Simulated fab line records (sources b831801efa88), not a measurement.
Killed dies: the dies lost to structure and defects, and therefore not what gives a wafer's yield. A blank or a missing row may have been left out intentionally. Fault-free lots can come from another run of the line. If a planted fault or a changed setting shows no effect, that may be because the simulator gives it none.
fab line records + flow sky130
record:
- lots: 6
- wafers: 17
- lastDay: 50
route steps=708 shown VIA3@582 METAL4@598
lots untouched by any fault: they come from a run of this same line in which no faults occurred
startH: start of the lot's first displayed wafer, in hours after the record's first day + waitH: hours from the lot's prior step to this one + " same as the row above + L1.1+2: a single row standing in for several wafers + - no value present, or no start provided + * or withheld: withheld + < > ~ a bound
route shown NAME@n: NAME is a module with steps in the file, n the number in the route of the first one + usual: mean and standard deviation over wafers with no fault + same: alike in all rows + chamber/n: place in a boat + sites: each site's reading + _std_site: their standard deviation + _edge_site: inner sites' mean taken away from outer sites' mean + radiusMm: how far each site lies from the wafer's centre + mask NAME#n: copy n + behind: the tool/chamber that last shaped the wafer + hold: reason for holding the lot/hours on hold/outcome of the hold + device: transistor that didn't switch, given as n, p or np + end of line: tests run on the same wafers once the route is complete + for a step that has no rows: nothing shown but its recipe + killed: at the first sort, the dies lost to defects and structure; wafer yield is something else + map: a wafer's dies, marking killed ones x, the rest . and places with no die _
set.NAME: setting as actually run; set.NAME@STEP: the setting as run at that earlier step + model.NAME: the simulator's own value behind a step, which no gauge read
lots at some steps of the route; a table a step, a row a wafer
services: from which hour (startH, from the record's first day; less than 0 if before it) a tool's chamber was out of use, for how many hours, and why
== steps ==
step: SKY_VIA3_EXPOSE_09
recipe:
- maskId: VIM3
- na: 0.8
- sourceShape: annular
- sigmaInner: 0.55
- sigmaOuter: 0.85
- targetCdNm: 200
- doseMj: 38
step: SKY_VIA3_PEB_10
recipe:
- pebTempC: withheld
- pebTimeS: withheld
- resist: KrF-thick
step: SKY_VIA3_DEVELOP_11
recipe:
- developTimeS: 60
- resist: KrF-thick
- devTempC: 21
step: SKY_VIA3_CD_MEAS_12
recipe:
- targetCdNm: 200
usual:
- cdNm: 200.1/1.8
| lot.wafer | tool     | chamber | startH  | waitH | cdNm  |
|-----------|----------|---------|---------|-------|-------|
| L103.1    | cdSem-01 | -       | 929.85  | -     | 199.4 |
| L103.2    | "        | -       | "       | "     | 199.6 |
| L103.6    | "        | -       | "       | "     | 198.6 |
| L106.1    | cdSem-01 | -       | 958.04  | -     | 200.3 |
| L106.3    | "        | -       | "       | "     | 200.6 |
| L106.5    | "        | -       | "       | "     | 200.3 |
| L117.2    | cdSem-01 | -       | 1033.70 | -     | 201.4 |
| L117.4    | "        | -       | "       | "     | 200.0 |
| L117.5    | "        | -       | "       | "     | 202.1 |
| L120.2    | cdSem-01 | -       | 1056.81 | -     | 198.7 |
| L120.4    | "        | -       | "       | "     | 199.6 |
| L123.1    | cdSem-01 | -       | 1072.35 | -     | 198.1 |
| L123.2    | "        | -       | "       | "     | 197.6 |
| L123.3    | "        | -       | "       | "     | 198.1 |
| L125.2    | cdSem-02 | -       | 1086.90 | -     | 198.8 |
| L125.3    | "        | -       | "       | "     | 198.5 |
| L125.6    | "        | -       | "       | "     | 199.0 |
step: SKY_VIA3_OVL_MEAS_13
usual:
- VIA3_OVL: -1/6.9
| lot.wafer | tool       | chamber | startH  | waitH | VIA3_OVL[nm] |
|-----------|------------|---------|---------|-------|--------------|
| L103.1    | overlay-02 | -       | 929.97  | 0.1   | 1            |
| L103.2    | "          | -       | "       | "     | -7           |
| L103.6    | "          | -       | "       | "     | 1            |
| L106.1    | overlay-02 | -       | 958.16  | 0.1   | 8            |
| L106.3    | "          | -       | "       | "     | 8            |
| L106.5    | "          | -       | "       | "     | 5            |
| L117.2    | overlay-02 | -       | 1033.81 | 0.1   | -9           |
| L117.4    | "          | -       | "       | "     | -1           |
| L117.5    | "          | -       | "       | "     | -5           |
| L120.2    | overlay-02 | -       | 1056.91 | 0.1   | -4           |
| L120.4    | "          | -       | "       | "     | -9           |
| L123.1    | overlay-02 | -       | 1072.47 | 0.1   | -2           |
| L123.2    | "          | -       | "       | "     | -9           |
| L123.3    | "          | -       | "       | "     | 4            |
| L125.2    | overlay-01 | -       | 1087.01 | 0.1   | 6            |
| L125.3    | "          | -       | "       | "     | 2            |
| L125.6    | "          | -       | "       | "     | 5            |
step: SKY_VIA3_ETCH_14
recipe:
- chemistry: N2/H2
- target: BARC
- ionEnergyEv: 200
- sourceW: 500
- biasW: 100
- pressureMtorr: 30
- n2FlowSccm: 100
- h2FlowSccm: 200
- stopOn: SiO2
- timeS: 45.9
- targetDepthA: 600
usual:
- chamberPressureMTorr: 30.003/0.026
- drypumpMotorCurrentA: 5.6/0.49
- oesProductAu: 0.855/0.0048
- throttleValvePct: 13.224/0.0087
| lot.wafer | tool       | chamber | startH  | waitH | chamberPressureMTorr | drypumpMotorCurrentA | oesProductAu | rfHoursCounterH | throttleValvePct |
|-----------|------------|---------|---------|-------|----------------------|----------------------|--------------|-----------------|------------------|
| L103.1    | rieDiel-02 | 0       | 930.01  | 0.0   | 29.999               | 5.5                  | 0.858        | 11              | 13.218           |
| L103.2    | "          | 3       | "       | "     | 30.027               | 6.1                  | 0.858        | 6               | 13.235           |
| L103.6    | "          | 0       | "       | "     | 30.018               | 5.6                  | 0.851        | -               | 13.212           |
| L106.1    | rieDiel-01 | 0       | 958.19  | 0.0   | 30.041               | 4.9                  | 0.857        | 27              | 13.216           |
| L106.3    | "          | 2       | "       | "     | 30.001               | 4.8                  | 0.856        | 26              | 13.233           |
| L106.5    | "          | 3       | "       | "     | 30.035               | 5.7                  | 0.851        | -               | 13.224           |
| L117.2    | rieDiel-03 | 0       | 1033.84 | 0.0   | 29.994               | 6.0                  | 0.861        | 15              | 13.223           |
| L117.4    | "          | 2       | "       | "     | 29.994               | 5.7                  | 0.850        | 9               | 13.224           |
| L117.5    | "          | 2       | "       | "     | 29.984               | 5.7                  | 0.853        | -               | 13.214           |
| L120.2    | rieDiel-03 | 0       | 1056.94 | 0.0   | 30.011               | 6.1                  | 0.852        | 16              | 13.222           |
| L120.4    | "          | 1       | "       | "     | 30.076               | 5.8                  | 0.853        | 18              | 13.225           |
| L123.1    | rieDiel-02 | 3       | 1072.51 | 0.0   | 30.013               | 6.1                  | 0.849        | 11              | 13.226           |
| L123.2    | "          | 0       | "       | "     | 30.013               | 5.6                  | 0.855        | 14              | 13.238           |
| L123.3    | "          | 1       | "       | "     | 30.004               | 5.2                  | 0.853        | 18              | 13.235           |
| L125.2    | rieDiel-03 | 3       | 1087.04 | 0.0   | 30.039               | 4.8                  | 0.857        | 25              | 13.214           |
| L125.3    | "          | 0       | "       | "     | 29.988               | 6.0                  | 0.850        | 17              | 13.213           |
| L125.6    | "          | 1       | "       | "     | 29.986               | 5.8                  | 0.854        | -               | 13.228           |
step: SKY_VIA3_ETCH_15
recipe:
- target: SiO2
- chemistry: C4F8/O2/Ar
- targetDepthNm: 507
- stopOn: TiN
- maskMaterial: KrF-thick
- sourceW: 1500
- biasW: 1200
- pressureMtorr: 40
- c4f8FlowSccm: withheld
- O2_flow_sccm: 6
- Ar_flow_sccm: 300
- timeS: 78
usual:
- chamberPressureMTorr: 40.00/0.038
- oesProductAu: 0.946/0.0047
| lot.wafer | tool       | chamber | startH  | waitH | chamberPressureMTorr | oesProductAu | rfHoursCounterH |
|-----------|------------|---------|---------|-------|----------------------|--------------|-----------------|
| L103.1    | rieDiel-02 | 0       | 930.05  | 0.0   | 39.98                | 0.943        | 11              |
| L103.2    | "          | 3       | "       | "     | 39.97                | 0.949        | 6               |
| L103.6    | "          | 0       | "       | "     | 40.03                | 0.950        | -               |
| L106.1    | rieDiel-01 | 0       | 958.23  | 0.0   | 39.99                | 0.946        | 27              |
| L106.3    | "          | 2       | "       | "     | 40.00                | 0.936        | 26              |
| L106.5    | "          | 3       | "       | "     | 39.97                | 0.947        | -               |
| L117.2    | rieDiel-03 | 0       | 1033.88 | 0.0   | 40.06                | 0.943        | 15              |
| L117.4    | "          | 2       | "       | "     | 39.96                | 0.942        | 9               |
| L117.5    | "          | 2       | "       | "     | 39.92                | 0.947        | -               |
| L120.2    | rieDiel-03 | 0       | 1056.98 | 0.0   | 40.00                | 0.945        | 16              |
| L120.4    | "          | 1       | "       | "     | 40.06                | 0.949        | 18              |
| L123.1    | rieDiel-02 | 3       | 1072.55 | 0.0   | 39.98                | 0.946        | 11              |
| L123.2    | "          | 0       | "       | "     | 39.99                | 0.947        | 14              |
| L123.3    | "          | 1       | "       | "     | 40.04                | 0.949        | 18              |
| L125.2    | rieDiel-03 | 3       | 1087.08 | 0.0   | 39.97                | 0.946        | 25              |
| L125.3    | "          | 0       | "       | "     | 40.05                | 0.953        | 17              |
| L125.6    | "          | 1       | "       | "     | 40.01                | 0.936        | -               |
step: SKY_VIA3_STRIP_16
recipe:
- chemistry: O2/N2
- powerW: 1400
- pressureMtorr: 1500
- platenTempC: withheld
- o2FlowSccm: 3000
- n2FlowSccm: 300
- overashFraction: 0.5
usual:
- chamberPressureMTorr: 1499.9/1.4
- drypumpMotorCurrentA: 5.9/0.43
- oesProductAu: 0.402/0.005
- stripTimeToEndpointS: 4.130/0.026
| lot.wafer | tool           | chamber | startH  | waitH | chamberPressureMTorr | drypumpMotorCurrentA | oesProductAu | rfHoursCounterH | stripTimeToEndpointS |
|-----------|----------------|---------|---------|-------|----------------------|----------------------|--------------|-----------------|----------------------|
| L103.1    | plasmaAsher-02 | 0       | 930.11  | 0.0   | 1498.6               | 6.0                  | 0.396        | 50              | 4.142                |
| L103.2    | "              | 1       | "       | "     | 1500.1               | 6.0                  | 0.401        | 50              | 4.101                |
| L103.6    | "              | 1       | "       | "     | 1497.3               | 6.0                  | 0.396        | -               | 4.124                |
| L106.1    | plasmaAsher-03 | 0       | 958.29  | 0.0   | 1502.4               | 6.5                  | 0.398        | 22              | 4.163                |
| L106.3    | "              | 1       | "       | "     | 1501.8               | 5.9                  | 0.402        | -               | 4.155                |
| L106.5    | "              | 1       | "       | "     | 1500.9               | 5.9                  | 0.396        | -               | 4.136                |
| L117.2    | plasmaAsher-01 | 1       | 1033.94 | 0.0   | 1498.7               | 5.3                  | 0.408        | 88              | 4.121                |
| L117.4    | "              | 0       | "       | "     | 1499.4               | 5.2                  | 0.402        | -               | 4.118                |
| L117.5    | "              | 0       | "       | "     | 1498.9               | 5.2                  | 0.401        | -               | 4.123                |
| L120.2    | plasmaAsher-02 | 1       | 1057.04 | 0.0   | 1500.5               | 6.0                  | 0.407        | 63              | 4.140                |
| L120.4    | "              | 0       | "       | "     | 1500.5               | 5.9                  | 0.397        | -               | 4.161                |
| L123.1    | plasmaAsher-03 | 0       | 1072.61 | 0.0   | 1501.1               | 6.5                  | 0.397        | 33              | 4.080                |
| L123.2    | "              | 1       | "       | "     | 1498.8               | 5.9                  | 0.404        | 33              | 4.121                |
| L123.3    | "              | 0       | "       | "     | 1499.4               | 6.5                  | 0.396        | -               | 4.138                |
| L125.2    | plasmaAsher-02 | 1       | 1087.14 | 0.0   | 1502.9               | 6.0                  | 0.397        | 66              | 4.097                |
| L125.3    | "              | 0       | "       | "     | 1499.9               | 5.9                  | 0.407        | -               | 4.112                |
| L125.6    | "              | 0       | "       | "     | 1498.2               | 5.9                  | 0.404        | -               | 4.106                |
step: SKY_VIA3_STRIP_17
recipe:
- chemistry: postEtchResidueRemover
- timeS: 1200
- tempC: 72.5
step: SKY_VIA3_CLEAN_18
recipe:
- chemistry: IPA
- timeS: 180
- tempC: 25
step: SKY_VIA3_CLEAN_19
recipe:
- chemistry: O3/DIW
- dry: n2Spin
step: SKY_VIA3_SPUTTER_20
recipe:
- material: TiN
- targetThkNm: 20
- chamberPressurePa: 5
- powerW: 4000
- timeS: 80
usual:
- throttleValvePct: 29.7/0.99
| lot.wafer | tool          | chamber | startH  | waitH | throttleValvePct |
|-----------|---------------|---------|---------|-------|------------------|
| L103.1    | pvdSputter-02 | -       | 930.71  | 0.0   | 31.6             |
| L103.2    | "             | -       | "       | "     | 27.9             |
| L103.6    | "             | -       | "       | "     | 29.7             |
| L106.1    | pvdSputter-03 | -       | 958.92  | 0.0   | 29.5             |
| L106.3    | "             | -       | "       | "     | 29.8             |
| L106.5    | "             | -       | "       | "     | 29.6             |
| L117.2    | pvdSputter-04 | -       | 1034.55 | 0.0   | 31.4             |
| L117.4    | "             | -       | "       | "     | 30.9             |
| L117.5    | "             | -       | "       | "     | 30.7             |
| L120.2    | pvdSputter-02 | -       | 1057.64 | 0.0   | 29.7             |
| L120.4    | "             | -       | "       | "     | 28.8             |
| L123.1    | pvdSputter-03 | -       | 1073.20 | 0.0   | 29.9             |
| L123.2    | "             | -       | "       | "     | 29.7             |
| L123.3    | "             | -       | "       | "     | 29.1             |
| L125.2    | pvdSputter-03 | -       | 1087.74 | 0.0   | 29.9             |
| L125.3    | "             | -       | "       | "     | 29.8             |
| L125.6    | "             | -       | "       | "     | 29.2             |
step: SKY_VIA3_CVD_21
recipe:
- material: W
- targetThkNm: 390
- timeS: 117.31
- tempC: 400
- pressureTorr: 40
usual:
- heaterPowerOuterW: 505/43
- heaterPowerW: 821/44
| lot.wafer | tool    | chamber | startH  | waitH | heaterPowerOuterW | heaterPowerW | model.W_of_VIA3_CVD_21.thkNm |
|-----------|---------|---------|---------|-------|-------------------|--------------|------------------------------|
| L103.1    | cvdW-01 | 1       | 930.77  | 0.0   | 575               | 882          | 387.3                        |
| L103.2    | "       | 0       | "       | "     | 474               | 792          | 399.5                        |
| L103.6    | "       | 0       | "       | "     | 470               | 805          | 401.2                        |
| L106.1    | cvdW-02 | 1       | 958.99  | 0.0   | 477               | 782          | 383.5                        |
| L106.3    | "       | 0       | "       | "     | 484               | 790          | 384.5                        |
| L106.5    | "       | 1       | "       | "     | 471               | 786          | 385.8                        |
| L117.2    | cvdW-02 | 0       | 1034.65 | 0.1   | 481               | 795          | 450.2                        |
| L117.4    | "       | 0       | "       | "     | 479               | 804          | 383.5                        |
| L117.5    | "       | 0       | "       | "     | 478               | 794          | 383.5                        |
| L120.2    | cvdW-02 | 1       | 1057.70 | 0.0   | 476               | 785          | 452.6                        |
| L120.4    | "       | 1       | "       | "     | 473               | 795          | 386.1                        |
| L123.1    | cvdW-01 | 0       | 1073.27 | 0.0   | 487               | 819          | 399.1                        |
| L123.2    | "       | 1       | "       | "     | 571               | 884          | 385.5                        |
| L123.3    | "       | 0       | "       | "     | 483               | 825          | 402.4                        |
| L125.2    | cvdW-01 | 1       | 1087.80 | 0.0   | 579               | 897          | 390.1                        |
| L125.3    | "       | 0       | "       | "     | 476               | 815          | 402.1                        |
| L125.6    | "       | 1       | "       | "     | 559               | 889          | 388.5                        |
step: SKY_VIA3_RS_MEAS_22
recipe:
- thkMeasGauge: four-point-probe
- reads: W_of_VIA3_CVD_21+TiN_of_VIA3_SPUTTER_20
usual:
- VIA3_W_RS: 0.294/0.0061
| lot.wafer | tool         | chamber | startH  | waitH | VIA3_W_RS[ohm/sq] |
|-----------|--------------|---------|---------|-------|-------------------|
| L103.1    | filmMetro-02 | -       | 930.89  | 0.1   | 0.296             |
| L103.2    | "            | -       | "       | "     | 0.286             |
| L103.6    | "            | -       | "       | "     | 0.286             |
| L106.1    | filmMetro-02 | -       | 959.11  | 0.1   | 0.300             |
| L106.3    | "            | -       | "       | "     | 0.298             |
| L106.5    | "            | -       | "       | "     | 0.297             |
| L117.2    | filmMetro-04 | -       | 1034.88 | 0.2   | 0.255             |
| L117.4    | "            | -       | "       | "     | 0.299             |
| L117.5    | "            | -       | "       | "     | 0.299             |
| L120.2    | filmMetro-04 | -       | 1057.84 | 0.1   | 0.253             |
| L120.4    | "            | -       | "       | "     | 0.298             |
| L123.1    | filmMetro-04 | -       | 1073.39 | 0.1   | 0.287             |
| L123.2    | "            | -       | "       | "     | 0.298             |
| L123.3    | "            | -       | "       | "     | 0.285             |
| L125.2    | filmMetro-03 | -       | 1087.94 | 0.1   | 0.294             |
| L125.3    | "            | -       | "       | "     | 0.285             |
| L125.6    | "            | -       | "       | "     | 0.295             |
step: SKY_VIA3_THK_MEAS_23
recipe:
- thkMeasGauge: xrf
- reads: W_of_VIA3_CVD_21
usual:
- VIA3_W_THK: 397/9.3
| lot.wafer | tool         | chamber | startH  | waitH | VIA3_W_THK[nm] |
|-----------|--------------|---------|---------|-------|----------------|
| L103.1    | filmMetro-02 | -       | 931.01  | 0.1   | 396            |
| L103.2    | "            | -       | "       | "     | 409            |
| L103.6    | "            | -       | "       | "     | 410            |
| L106.1    | filmMetro-02 | -       | 959.23  | 0.1   | 396            |
| L106.3    | "            | -       | "       | "     | 397            |
| L106.5    | "            | -       | "       | "     | 402            |
| L117.2    | filmMetro-04 | -       | 1034.99 | 0.1   | 463            |
| L117.4    | "            | -       | "       | "     | 392            |
| L117.5    | "            | -       | "       | "     | 392            |
| L120.2    | filmMetro-04 | -       | 1057.95 | 0.1   | 456            |
| L120.4    | "            | -       | "       | "     | 387            |
| L123.1    | filmMetro-04 | -       | 1073.51 | 0.1   | 403            |
| L123.2    | "            | -       | "       | "     | 386            |
| L123.3    | "            | -       | "       | "     | 404            |
| L125.2    | filmMetro-03 | -       | 1088.05 | 0.1   | 398            |
| L125.3    | "            | -       | "       | "     | 415            |
| L125.6    | "            | -       | "       | "     | 398            |
step: SKY_VIA3_CMP_24
recipe:
- stopOn: SiO2
- tOverpolishS: 20
- downForcePsi: 3.5
- platenRpm: 60
- targetThkNm: 0
- padVelocityMS: 0.94248
usual:
- motorCurrentA: 10.8/0.92
- timeToEndpointS: 97/3.6
| lot.wafer | tool   | chamber | startH  | waitH | motorCurrentA | timeToEndpointS |
|-----------|--------|---------|---------|-------|---------------|-----------------|
| L103.1    | cmp-02 | 0       | 931.17  | 0.1   | 9.2           | 99              |
| L103.2    | "      | 1       | "       | "     | 11.1          | 96              |
| L103.6    | "      | 2       | "       | "     | 10.6          | 97              |
| L106.3    | cmp-01 | 2       | 959.34  | 0.1   | 10.4          | 99              |
| L106.1    | "      | 0       | "       | "     | 10.1          | 97              |
| L106.5    | "      | 3       | "       | "     | 12.2          | 98              |
| L117.2    | cmp-02 | 3       | 1035.14 | 0.1   | 11.9          | 111             |
| L117.4    | "      | 0       | "       | "     | 9.5           | 96              |
| L117.5    | "      | 1       | "       | "     | 12.0          | 97              |
| L120.4    | cmp-01 | 2       | 1058.05 | 0.1   | 10.3          | 98              |
| L120.2    | "      | 3       | "       | "     | 11.9          | 113             |
| L123.2    | cmp-02 | 1       | 1073.57 | 0.0   | 10.8          | 94              |
| L123.1    | "      | 3       | "       | "     | 11.6          | 97              |
| L123.3    | "      | 0       | "       | "     | 9.9           | 103             |
| L125.2    | cmp-02 | 2       | 1088.10 | 0.0   | 11.0          | 99              |
| L125.3    | "      | 0       | "       | "     | 9.6           | 103             |
| L125.6    | "      | 3       | "       | "     | 11.5          | 97              |
step: SKY_METAL4_SPUTTER_00
recipe:
- material: Ti
- targetThkNm: 15
- powerW: 3000
- timeS: 10
- chamberPressurePa: 0.4
usual:
- throttleValvePct: 29.7/1.2
| lot.wafer | tool          | chamber | startH  | waitH | throttleValvePct |
|-----------|---------------|---------|---------|-------|------------------|
| L103.1    | pvdSputter-03 | -       | 931.37  | 0.1   | 30.3             |
| L103.2    | "             | -       | "       | "     | 29.2             |
| L103.6    | "             | -       | "       | "     | 29.4             |
| L106.1    | pvdSputter-03 | -       | 959.64  | 0.1   | 29.8             |
| L106.3    | "             | -       | "       | "     | 29.8             |
| L106.5    | "             | -       | "       | "     | 29.7             |
| L117.2    | pvdSputter-01 | -       | 1035.34 | 0.1   | 29.8             |
| L117.4    | "             | -       | "       | "     | 27.4             |
| L117.5    | "             | -       | "       | "     | 30.5             |
| L120.2    | pvdSputter-03 | -       | 1058.30 | 0.1   | 29.7             |
| L120.4    | "             | -       | "       | "     | 29.6             |
| L123.1    | pvdSputter-01 | -       | 1073.87 | 0.1   | 27.6             |
| L123.2    | "             | -       | "       | "     | 31.4             |
| L123.3    | "             | -       | "       | "     | 29.9             |
| L125.2    | pvdSputter-01 | -       | 1088.40 | 0.2   | 27.5             |
| L125.3    | "             | -       | "       | "     | 29.9             |
| L125.6    | "             | -       | "       | "     | 31.6             |
== services ==
| tool           | chamber | startH  | hours | kind   |
|----------------|---------|---------|-------|--------|
| cmp-02         | -       | 909.80  | 1.5   | repair |
| cmp-02         | -       | 912.11  | 4.0   | pm     |
| rieDiel-03     | 3       | 917.58  | 10.7  | repair |
| rieDiel-03     | 1       | 923.96  | 3.2   | repair |
| rieDiel-03     | -       | 925.28  | 1.8   | repair |
| cvdW-02        | 1       | 941.65  | 9.9   | repair |
| rieDiel-02     | 0       | 946.22  | 1.4   | repair |
| rieDiel-02     | 0       | 950.05  | 39.6  | repair |
| cvdW-01        | 0       | 956.58  | 11.1  | repair |
| cmp-02         | -       | 958.43  | 5.5   | pm     |
| cvdW-02        | 1       | 973.29  | 2.9   | repair |
| cmp-02         | -       | 974.73  | 0.2   | repair |
| pvdSputter-03  | -       | 994.57  | 1.2   | repair |
| cmp-02         | -       | 996.62  | 0.8   | repair |
| plasmaAsher-02 | -       | 1000.25 | 0.6   | repair |
| cmp-02         | -       | 1004.48 | 3.1   | repair |
| cvdW-02        | -       | 1013.44 | 8.4   | repair |
| rieDiel-02     | -       | 1013.74 | 1.7   | repair |
| rieDiel-03     | 3       | 1026.82 | 2.6   | repair |
| cvdW-02        | 1       | 1031.01 | 11.4  | repair |
| pvdSputter-03  | -       | 1045.94 | 2.6   | repair |
| cmp-02         | -       | 1056.92 | 5.4   | pm     |
| cmp-02         | -       | 1083.06 | 0.9   | repair |
| rieDiel-03     | 2       | 1084.70 | 4.6   | repair |
== key ==
firstSign:
- step: SKY_VIA3_RS_MEAS_22
- reading: VIA3_W_RS
- direction: down
- sigmas: 6.7
- usual: 0.294
- struck: 0.254
effect:
- step: SKY_VIA3_THK_MEAS_23
- reading: VIA3_W_THK
- direction: up
- sigmas: 6.7
- usual: 397
- struck: 459
effect:
- step: SKY_VIA3_CMP_24
- reading: timeToEndpointS
- direction: up
- sigmas: 4.3
- usual: *
- struck: *
modelEffect:
- step: SKY_VIA3_CVD_21
- value: W_of_VIA3_CVD_21.thkNm
- without: 382.2
- struck: 451.4
metAt SKY_VIA3_CVD_21
struckWafers L117.2,L120.2
sortLeftOut L120.2
onsetBetween 958.99 1034.65
fault:
- kind: processParameterDrift
- tool: cvdW-02
- chamber: -
- onsetH: 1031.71
- steps: SKY_VIA3_CVD_21
- channel: targetThkNm
- offset: 69.492
- shape: step
- endH: 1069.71
- scope: struckWafersOnly
- actsIn: theseRecipesOnly
- stated: 390
sortLeftOut: the simulated sort isn't trusted on such a fault, so these wafers' sort isn't shown, and their yield isn't known
